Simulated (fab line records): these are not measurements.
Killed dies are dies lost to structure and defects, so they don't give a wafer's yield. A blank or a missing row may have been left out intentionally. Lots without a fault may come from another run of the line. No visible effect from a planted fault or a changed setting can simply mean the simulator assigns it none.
Problem report in the 8D (eight disciplines) form, filled by code	flow gf180mcu	the parts of the form that need people (team, actions taken, sign-off) are left out

== 1. WHAT IS WRONG ==
Wafers without a fault read 230.2 nm with a standard deviation of 1.2, while cdNm at GF_M1_CD_MEAS_14 averages 159.8 nm across 3 wafers of 1 lot. That is -59 standard deviations from the usual mean.
The step: target cd 230 nm.
First seen on wafer L153.1, day 21 14:26, on cdSem-02. At this step, 39 wafers from 13 lots have a number in the record. Rule for "out", or "out of limits": more than 4 standard deviations from the usual mean. Any other wafer with a number is counted as sound.

== 2. WHAT IT IS; WHAT IT IS NOT ==
question	is	is not
which readings at this step	cdNm	-
which lots	L153	L142, L143, L144, L146, L147, L158, L159, L160, L161, L163, L164, L165
which wafers of those lots	all that have a number	-
read on which gauges	cdSem-02	cdSem-01
when	from day 21 14:26	up to then (15 sound wafers); but 21 sound wafers of L158, L159, L160, L161, L163, L164, L165 came after

== 3. THE SUSPECTS, EACH WITH WHAT RULES IT OUT ==
Counting: a tool at any process step up to the reading remains a suspect when it ran all the lots that are out and ran no sound lot after the first of those.
- ruled out: the gauge at GF_M1_CD_MEAS_14. All the wafers that are out were read on cdSem-02, but those of them that GF_M1_EXPOSE_11 has rows for are out there too, on other tools.
- krfScanner-01 at GF_M1_EXPOSE_11 (exposes mask Metal1, target cd 230 nm): ruled out as a lasting fault. After its first lot that is out, L153 (day 21 02:22), sound lots L163, L164, L165 ran on it.
Left after counting: nothing in the record.

== 4. THE CAUSE (what the simulator had put in) ==
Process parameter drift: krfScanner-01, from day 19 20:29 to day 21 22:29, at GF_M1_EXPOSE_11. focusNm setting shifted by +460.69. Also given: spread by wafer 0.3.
Counting ruled it out, wrongly: the rule takes a fault to strike every lot that its tool runs from its start on, and this one did not.

== 5. THE EFFECT CHAIN, in route order ==
Rows list readings where the struck wafers' mean (over those with a number) sits beyond 3 standard deviations from the usual. Only readings for which the record gives a usual standard deviation are gone through. hours: the time from each lot's start at the first step in this table that gives one to its start at this step, as a median over the lots. sigmas: the change in usual standard deviations.
hours	step	reading	usual	on struck wafers	change	sigmas
0	GF_M1_EXPOSE_11	exposureDoseMJCm2	27.964	25.700	-2.264	-91
12	GF_M1_CD_MEAS_14	cdNm	230.2 nm	159.8	-70.4	-59
Its process steps:
- GF_M1_EXPOSE_11: exposes mask Metal1, target cd 230 nm.
Later steps that measure or inspect, where all struck wafers having a row at the step show a number for every such reading and not one has moved that far: GF_V1_BOW_MEAS_05, GF_V2_THK_MEAS_03.

== 6. HOW IT WOULD HAVE BEEN CAUGHT EARLIER ==
In this record the first reading out of limits at a measuring or inspecting step was taken at day 21 14:26, 42 hours after the fault began at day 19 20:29.
At GF_M1_EXPOSE_11, the tool's own readings (exposureDoseMJCm2) were out on each struck wafer the step has a row for, so an alarm limit on them would have fired on the first such wafer.
